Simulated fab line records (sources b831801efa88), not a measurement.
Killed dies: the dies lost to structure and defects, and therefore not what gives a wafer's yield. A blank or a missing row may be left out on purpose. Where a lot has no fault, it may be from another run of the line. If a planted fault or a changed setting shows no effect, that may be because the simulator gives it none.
fab line records + flow gf180mcu
record:
- lots: 14
- wafers: 42
- last-day: 34
route steps=602 shown HV_LDD@224 V1@336 M3@411
lots untouched by any fault: they come from a run of this same line in which no faults occurred
start-h: the number of hours between the record's first day and the start of the first shown wafer of the lot + wait-h: how many hours have passed since the lot's step before this one + " unchanged from the row above + L1.1+2: several wafers, shown together as one row + - value missing, or start not given + * or withheld: withheld + < > ~ a bound
route shown NAME@n: names a module that has steps shown in the file, with the first one's number in the route + usual: the fault-free wafers' mean and standard deviation + same: alike in all rows + chamber/n: place in a boat + sites: each site's reading + _std_site: the values' standard deviation + _edge_site: outer sites' mean less inner sites' + radius-mm: how far each site lies from the wafer's centre + mask NAME#n: copy n + behind: tool/chamber where the wafer was last shaped + hold: why the lot was held/for how many hours/how that ended + device: the transistor (n, p or np) that didn't switch + end of line: the tests these same wafers got at the end of their route + a step without rows: its recipe alone + killed: not the wafer's yield, but the dies lost to structure and defects at the first sort + map: a wafer's dies, marking killed ones x, the rest . and places with no die _
set.NAME: the setting the step ran with; set.NAME@STEP: the setting that earlier step ran with + model.NAME: the simulator's own value behind a step, which no gauge read
steps of the route over a sample of lots; a table a step, a row a wafer
services: when a tool's chamber went out of use (start-h, in hours from the record's first day, below 0 if earlier), for how many hours, and the reason
== steps ==
step: GF_HV_LDD_IMPLANT_48
recipe:
- species: B
- energy-kev: 25
- dose-cm2: 3e+13
- tilt-deg: 7
| lot.wafer  | tool         | chamber | start-h | wait-h |
|------------|--------------|---------|---------|--------|
| L895.1+2+4 | implanter-01 | 0       | 279.96  | 0.0    |
| L897.2+4+6 | implanter-03 | 0       | 291.66  | 0.0    |
| L898.2+3+6 | implanter-02 | 0       | 300.12  | 0.0    |
| L899.1+3+4 | implanter-01 | 0       | 303.91  | 0.0    |
| L900.3+4+6 | implanter-03 | 0       | 312.56  | 0.1    |
| L901.3+4+6 | implanter-01 | 0       | 320.71  | 0.1    |
| L901.3+4+6 | implanter-01 | 0       | 321.03  | 0.3    |
| L906.1+5+6 | implanter-03 | 0       | 363.30  | 0.0    |
| L906.1+5+6 | implanter-03 | 0       | 363.61  | 0.3    |
| L908.2+5+6 | implanter-02 | 0       | 380.64  | 0.0    |
| L908.2+5+6 | implanter-02 | 0       | 380.95  | 0.3    |
| L912.1+3+4 | implanter-03 | 0       | 417.30  | 0.0    |
| L913.2+3+6 | implanter-03 | 0       | 423.59  | 0.0    |
| L914.2+3+4 | implanter-01 | 0       | 431.34  | 0.0    |
| L915.1+2+5 | implanter-01 | 0       | 441.56  | 0.0    |
| L916.4+5+6 | implanter-03 | 0       | 451.12  | 0.1    |
| L918.1+2+3 | implanter-02 | 0       | 465.46  | 0.0    |
step: GF_HV_LDD_TW_MEAS_50
usual:
- HV_LDD_4_TW: 565/3.1
| lot.wafer | tool          | chamber | start-h | wait-h | HV_LDD_4_TW |
|-----------|---------------|---------|---------|--------|-------------|
| L895.1    | film-metro-01 | -       | 280.21  | 0.1    | 566         |
| L895.2    | "             | -       | "       | "      | 566         |
| L895.4    | "             | -       | "       | "      | 565         |
| L897.2    | film-metro-01 | -       | 291.89  | 0.1    | 561         |
| L897.4    | "             | -       | "       | "      | 559         |
| L897.6    | "             | -       | "       | "      | 563         |
| L898.2    | film-metro-04 | -       | 300.36  | 0.1    | 569         |
| L898.3    | "             | -       | "       | "      | 570         |
| L898.6    | "             | -       | "       | "      | 567         |
| L899.1    | film-metro-02 | -       | 304.16  | 0.1    | 563         |
| L899.3    | "             | -       | "       | "      | 562         |
| L899.4    | "             | -       | "       | "      | 564         |
| L900.3    | film-metro-04 | -       | 312.78  | 0.1    | 564         |
| L900.4    | "             | -       | "       | "      | 565         |
| L900.6    | "             | -       | "       | "      | 564         |
| L901.3    | film-metro-02 | -       | 321.25  | 0.1    | 704         |
| L901.4    | "             | -       | "       | "      | 699         |
| L901.6    | "             | -       | "       | "      | 705         |
| L906.1    | film-metro-02 | -       | 363.86  | 0.1    | 708         |
| L906.5    | "             | -       | "       | "      | 705         |
| L906.6    | "             | -       | "       | "      | 702         |
| L908.2    | film-metro-01 | -       | 381.21  | 0.1    | 702         |
| L908.5    | "             | -       | "       | "      | 700         |
| L908.6    | "             | -       | "       | "      | 704         |
| L912.1    | film-metro-01 | -       | 417.55  | 0.1    | 565         |
| L912.3    | "             | -       | "       | "      | 567         |
| L912.4    | "             | -       | "       | "      | 566         |
| L913.2    | film-metro-01 | -       | 423.82  | 0.1    | 565         |
| L913.3    | "             | -       | "       | "      | 568         |
| L913.6    | "             | -       | "       | "      | 565         |
| L914.2    | film-metro-01 | -       | 431.57  | 0.1    | 564         |
| L914.3    | "             | -       | "       | "      | 567         |
| L914.4    | "             | -       | "       | "      | 567         |
| L915.1    | film-metro-02 | -       | 441.81  | 0.1    | 566         |
| L915.2    | "             | -       | "       | "      | 568         |
| L915.5    | "             | -       | "       | "      | 568         |
| L916.4    | film-metro-04 | -       | 451.33  | 0.1    | 564         |
| L916.5    | "             | -       | "       | "      | 566         |
| L916.6    | "             | -       | "       | "      | 564         |
| L918.1    | film-metro-02 | -       | 465.71  | 0.1    | 574         |
| L918.2    | "             | -       | "       | "      | 574         |
| L918.3    | "             | -       | "       | "      | 574         |
step: GF_V1_THK_MEAS_01
recipe:
- reads: SiO2_of_V1_CVD_00
usual:
- V1_CVD_00_THK: 604/7.2
| lot.wafer | tool          | chamber | start-h | wait-h | V1_CVD_00_THK[nm] |
|-----------|---------------|---------|---------|--------|-------------------|
| L895.1    | film-metro-03 | -       | 394.31  | 0.1    | 600               |
| L895.2    | "             | -       | "       | "      | 596               |
| L895.4    | "             | -       | "       | "      | 597               |
| L897.2    | film-metro-03 | -       | 406.22  | 0.0    | 611               |
| L897.4    | "             | -       | "       | "      | 613               |
| L897.6    | "             | -       | "       | "      | 607               |
| L898.2    | film-metro-01 | -       | 417.16  | 0.0    | 603               |
| L898.3    | "             | -       | "       | "      | 609               |
| L898.6    | "             | -       | "       | "      | 605               |
| L899.1    | film-metro-04 | -       | 422.38  | 0.0    | 604               |
| L899.3    | "             | -       | "       | "      | 607               |
| L899.4    | "             | -       | "       | "      | 604               |
| L900.3    | film-metro-03 | -       | 435.35  | 0.1    | 601               |
| L900.4    | "             | -       | "       | "      | 606               |
| L900.6    | "             | -       | "       | "      | 603               |
| L901.3    | film-metro-03 | -       | 443.25  | 0.1    | 601               |
| L901.4    | "             | -       | "       | "      | 610               |
| L901.6    | "             | -       | "       | "      | 602               |
| L906.1    | film-metro-04 | -       | 492.21  | 0.0    | 589               |
| L906.5    | "             | -       | "       | "      | 594               |
| L906.6    | "             | -       | "       | "      | 597               |
| L908.2    | film-metro-03 | -       | 507.46  | 0.0    | 606               |
| L908.5    | "             | -       | "       | "      | 599               |
| L908.6    | "             | -       | "       | "      | 605               |
| L912.1    | film-metro-04 | -       | 545.75  | 0.0    | 600               |
| L912.3    | "             | -       | "       | "      | 609               |
| L912.4    | "             | -       | "       | "      | 604               |
| L913.2    | film-metro-03 | -       | 549.81  | 0.0    | 617               |
| L913.3    | "             | -       | "       | "      | 614               |
| L913.6    | "             | -       | "       | "      | 602               |
| L914.2    | film-metro-03 | -       | 557.84  | 0.0    | 598               |
| L914.3    | "             | -       | "       | "      | 602               |
| L914.4    | "             | -       | "       | "      | 609               |
| L915.1    | film-metro-03 | -       | 566.18  | 0.0    | 607               |
| L915.2    | "             | -       | "       | "      | 611               |
| L915.5    | "             | -       | "       | "      | 604               |
| L916.4    | film-metro-03 | -       | 576.28  | 0.0    | 595               |
| L916.5    | "             | -       | "       | "      | 600               |
| L916.6    | "             | -       | "       | "      | 598               |
| L918.1    | film-metro-01 | -       | 587.65  | 0.0    | 595               |
| L918.2    | "             | -       | "       | "      | 596               |
| L918.3    | "             | -       | "       | "      | 608               |
step: GF_M3_SPUTTER_02
recipe:
- material: AlCu
- target-thk-nm: 450
- power-w: 10600
- time-s: 23.9
- chamber-pressure-pa: 0.4
usual:
- throttle-valve-pct: 30.0/1.1
| lot.wafer | tool           | chamber | start-h | wait-h | throttle-valve-pct |
|-----------|----------------|---------|---------|--------|--------------------|
| L895.1    | pvd-sputter-01 | -       | 472.10  | 0.0    | 31.2               |
| L895.2    | "              | -       | "       | "      | 30.0               |
| L895.4    | "              | -       | "       | "      | 28.5               |
| L897.2    | pvd-sputter-02 | -       | 484.50  | 0.0    | 30.4               |
| L897.4    | "              | -       | "       | "      | 32.6               |
| L897.6    | "              | -       | "       | "      | 31.3               |
| L898.2    | pvd-sputter-03 | -       | 494.56  | 0.0    | 28.6               |
| L898.3    | "              | -       | "       | "      | 30.0               |
| L898.6    | "              | -       | "       | "      | 29.0               |
| L899.1    | pvd-sputter-01 | -       | 501.34  | 0.0    | 30.9               |
| L899.3    | "              | -       | "       | "      | 30.8               |
| L899.4    | "              | -       | "       | "      | 28.6               |
| L900.3    | pvd-sputter-03 | -       | 513.25  | 0.0    | 29.3               |
| L900.4    | "              | -       | "       | "      | 29.0               |
| L900.6    | "              | -       | "       | "      | 29.1               |
| L901.3    | pvd-sputter-01 | -       | 520.70  | 0.0    | 29.9               |
| L901.4    | "              | -       | "       | "      | 28.5               |
| L901.6    | "              | -       | "       | "      | 30.7               |
| L906.1    | pvd-sputter-01 | -       | 566.13  | 0.0    | 28.7               |
| L906.5    | "              | -       | "       | "      | 31.1               |
| L906.6    | "              | -       | "       | "      | 30.6               |
| L908.2    | pvd-sputter-01 | -       | 581.48  | 0.0    | 31.1               |
| L908.5    | "              | -       | "       | "      | 28.5               |
| L908.6    | "              | -       | "       | "      | 30.0               |
| L912.1    | pvd-sputter-03 | -       | 616.49  | 0.0    | 28.8               |
| L912.3    | "              | -       | "       | "      | 29.9               |
| L912.4    | "              | -       | "       | "      | 29.2               |
| L913.2    | pvd-sputter-01 | -       | 619.34  | 0.0    | 30.9               |
| L913.3    | "              | -       | "       | "      | 30.0               |
| L913.6    | "              | -       | "       | "      | 30.8               |
| L914.2    | pvd-sputter-01 | -       | 627.96  | 0.0    | 31.3               |
| L914.3    | "              | -       | "       | "      | 30.6               |
| L914.4    | "              | -       | "       | "      | 30.1               |
| L915.1    | pvd-sputter-02 | -       | 634.85  | 0.0    | 28.1               |
| L915.2    | "              | -       | "       | "      | 30.4               |
| L915.5    | "              | -       | "       | "      | 29.9               |
| L916.4    | pvd-sputter-03 | -       | 643.03  | 0.0    | 30.3               |
| L916.5    | "              | -       | "       | "      | 30.3               |
| L916.6    | "              | -       | "       | "      | 30.2               |
| L918.1    | pvd-sputter-02 | -       | 654.74  | 0.0    | 30.9               |
| L918.2    | "              | -       | "       | "      | 29.9               |
| L918.3    | "              | -       | "       | "      | 32.9               |
step: GF_M3_METAL_ETCH_16
recipe:
- chemistry: Cl2/BCl3
- mask-material: KrF
- target-depth-nm: 627.5
- stop-on: SiO2
- pressure-mtorr: 8
- icp-w: 800
- bias-w: 140
- Cl2_flow_sccm: 80
- bcl3-flow-sccm: 40
- time-s: 104.6
usual:
- bias-w: 140.0/0.39
- drypump-motor-current-A: 5.9/0.37
- oes-product-au: 0.969/0.0065
- throttle-valve-pct: 28.251/0.011
| lot.wafer | tool         | chamber | start-h | wait-h | bias-w | drypump-motor-current-A | oes-product-au | rf-hours-counter-h | throttle-valve-pct |
|-----------|--------------|---------|---------|--------|--------|-------------------------|----------------|--------------------|--------------------|
| L895.1    | rie-metal-03 | 0       | 496.38  | 0.0    | 139.8  | 6.0                     | 0.973          | 7                  | 28.244             |
| L895.2    | "            | 1       | "       | "      | 139.6  | 5.5                     | 0.975          | 10                 | 28.254             |
| L895.4    | "            | 1       | "       | "      | 140.6  | 5.5                     | 0.966          | -                  | 28.256             |
| L897.2    | rie-metal-03 | 0       | 508.83  | 0.0    | 140.5  | 6.0                     | 0.960          | 7                  | 28.273             |
| L897.4    | "            | 0       | "       | "      | 139.8  | 6.0                     | 0.973          | -                  | 28.253             |
| L897.6    | "            | 1       | "       | "      | 140.5  | 5.5                     | 0.961          | -                  | 28.237             |
| L898.2    | rie-metal-01 | 0       | 518.27  | 0.1    | 140.3  | 5.5                     | 0.972          | -                  | 28.244             |
| L898.3    | "            | 0       | "       | "      | 140.2  | 5.5                     | 0.971          | -                  | 28.257             |
| L898.6    | "            | 0       | "       | "      | 140.2  | 5.5                     | 0.975          | -                  | 28.240             |
| L899.1    | rie-metal-02 | 1       | 525.03  | 0.0    | 139.8  | 6.0                     | 0.979          | 0                  | 28.256             |
| L899.3    | "            | 0       | "       | "      | 140.2  | 5.7                     | 0.963          | -                  | 28.258             |
| L899.4    | "            | 1       | "       | "      | 139.9  | 6.0                     | 0.965          | -                  | 28.245             |
| L900.3    | rie-metal-02 | 0       | 536.32  | 0.1    | 139.9  | 5.7                     | 0.980          | -                  | 28.260             |
| L900.4    | "            | 1       | "       | "      | 140.2  | 6.0                     | 0.986          | -                  | 28.243             |
| L900.6    | "            | 1       | "       | "      | 139.7  | 6.0                     | 0.972          | -                  | 28.218             |
| L901.3    | rie-metal-03 | 0       | 544.13  | 0.1    | 140.2  | 6.0                     | 0.974          | -                  | 28.250             |
| L901.4    | "            | 1       | "       | "      | 140.0  | 5.5                     | 0.976          | -                  | 28.245             |
| L901.6    | "            | 1       | "       | "      | 140.6  | 5.5                     | 0.961          | -                  | 28.248             |
| L906.1    | rie-metal-03 | 0       | 587.84  | 0.0    | 139.8  | 6.0                     | 0.966          | 10                 | 28.227             |
| L906.5    | "            | 0       | "       | "      | 139.6  | 6.0                     | 0.961          | -                  | 28.253             |
| L906.6    | "            | 0       | "       | "      | 140.2  | 6.0                     | 0.967          | -                  | 28.272             |
| L908.2    | rie-metal-03 | 0       | 603.15  | 0.1    | 139.9  | 6.0                     | 0.974          | -                  | 28.233             |
| L908.5    | "            | 0       | "       | "      | 140.2  | 6.0                     | 0.973          | -                  | 28.251             |
| L908.6    | "            | 0       | "       | "      | 140.2  | 6.0                     | 0.986          | -                  | 28.253             |
| L912.1    | rie-metal-01 | 0       | 636.64  | 0.0    | 140.3  | 5.5                     | 0.968          | 6                  | 28.263             |
| L912.3    | "            | 0       | "       | "      | 139.6  | 5.5                     | 0.960          | -                  | 28.249             |
| L912.4    | "            | 1       | "       | "      | 139.8  | 6.5                     | 0.974          | -                  | 28.251             |
| L913.2    | rie-metal-02 | 1       | 640.04  | 0.0    | 140.2  | 6.0                     | 0.965          | 4                  | 28.263             |
| L913.3    | "            | 1       | "       | "      | 139.8  | 6.0                     | 0.978          | -                  | 28.246             |
| L913.6    | "            | 1       | "       | "      | 139.6  | 6.0                     | 0.968          | -                  | 28.242             |
| L914.2    | rie-metal-01 | 0       | 648.24  | 0.0    | 140.6  | 5.5                     | 0.961          | 7                  | 28.249             |
| L914.3    | "            | 0       | "       | "      | 140.0  | 5.5                     | 0.965          | -                  | 28.235             |
| L914.4    | "            | 1       | "       | "      | 139.7  | 6.6                     | 0.981          | -                  | 28.262             |
| L915.1    | rie-metal-03 | 1       | 655.08  | 0.0    | 139.1  | 5.5                     | 0.973          | 1                  | 28.249             |
| L915.2    | "            | 0       | "       | "      | 139.9  | 6.0                     | 0.959          | 12                 | 28.265             |
| L915.5    | "            | 0       | "       | "      | 140.1  | 6.0                     | 0.958          | -                  | 28.269             |
| L916.4    | rie-metal-01 | 0       | 663.15  | 0.0    | 139.2  | 5.5                     | 0.968          | -                  | 28.251             |
| L916.5    | "            | 1       | "       | "      | 139.4  | 6.6                     | 0.967          | -                  | 28.255             |
| L916.6    | "            | 0       | "       | "      | 139.7  | 5.5                     | 0.956          | -                  | 28.261             |
| L918.1    | rie-metal-03 | 0       | 673.68  | 0.0    | 139.6  | 6.0                     | 0.962          | 13                 | 28.250             |
| L918.2    | "            | 1       | "       | "      | 139.6  | 5.5                     | 0.965          | 2                  | 28.267             |
| L918.3    | "            | 0       | "       | "      | 140.2  | 6.0                     | 0.967          | -                  | 28.242             |
== services ==
| tool           | chamber | start-h | hours | kind   |
|----------------|---------|---------|-------|--------|
| implanter-03   | -       | 273.50  | 2.2   | repair |
| implanter-02   | -       | 280.40  | 8.7   | pm     |
| pvd-sputter-03 | -       | 293.14  | 2.5   | repair |
| pvd-sputter-03 | -       | 305.15  | 3.3   | repair |
| implanter-03   | -       | 327.07  | 2.2   | repair |
| implanter-02   | -       | 339.57  | 3.3   | pm     |
| implanter-01   | -       | 361.85  | 4.4   | pm     |
| rie-metal-03   | -       | 372.80  | 0.3   | repair |
| rie-metal-01   | 1       | 389.54  | 5.6   | repair |
| rie-metal-03   | -       | 390.89  | 0.5   | repair |
| pvd-sputter-01 | -       | 395.83  | 8.4   | repair |
| implanter-02   | -       | 397.13  | 3.2   | repair |
| implanter-02   | -       | 404.92  | 1.5   | repair |
| rie-metal-03   | -       | 456.88  | 2.8   | pm     |
| implanter-01   | -       | 461.53  | 1.9   | repair |
| implanter-03   | -       | 496.87  | 1.3   | repair |
| implanter-01   | -       | 505.21  | 4.1   | repair |
| implanter-03   | -       | 511.59  | 5.4   | pm     |
| pvd-sputter-01 | -       | 554.01  | 1.5   | repair |
| implanter-03   | -       | 568.07  | 0.6   | repair |
| rie-metal-03   | -       | 575.19  | 0.3   | repair |
| rie-metal-03   | 0       | 586.00  | 1.0   | repair |
| rie-metal-03   | -       | 625.29  | 1.4   | pm     |
| implanter-01   | -       | 649.26  | 6.5   | pm     |
== key ==
first-sign:
- step: GF_HV_LDD_IMPLANT_48
- reading: visit
- direction: added
effect:
- step: GF_HV_LDD_TW_MEAS_50
- reading: HV_LDD_4_TW
- direction: up
- sigmas: 44
- usual: 565
- struck: 703
met-at GF_HV_LDD_IMPLANT_48
struck-lots L901,L906,L908
tester-left-out L901,L906,L908
not-acting-at GF_V1_THK_MEAS_01,GF_M3_SPUTTER_02,GF_M3_METAL_ETCH_16
fault:
- kind: repeated-step-whole
- tool: implanter-01,implanter-02,implanter-03
- chamber: -
- onset-h: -
- steps: GF_HV_LDD_IMPLANT_48
- times: 1
- scope: struck-lots-only
tester-left-out: of these lots the tester's yield and bins aren't shown, on N5 and GAA mostly nor the transistor test; their killed dies are dies lost to structure and defects alone, not to doping, threshold or leakage, so they don't give the yield
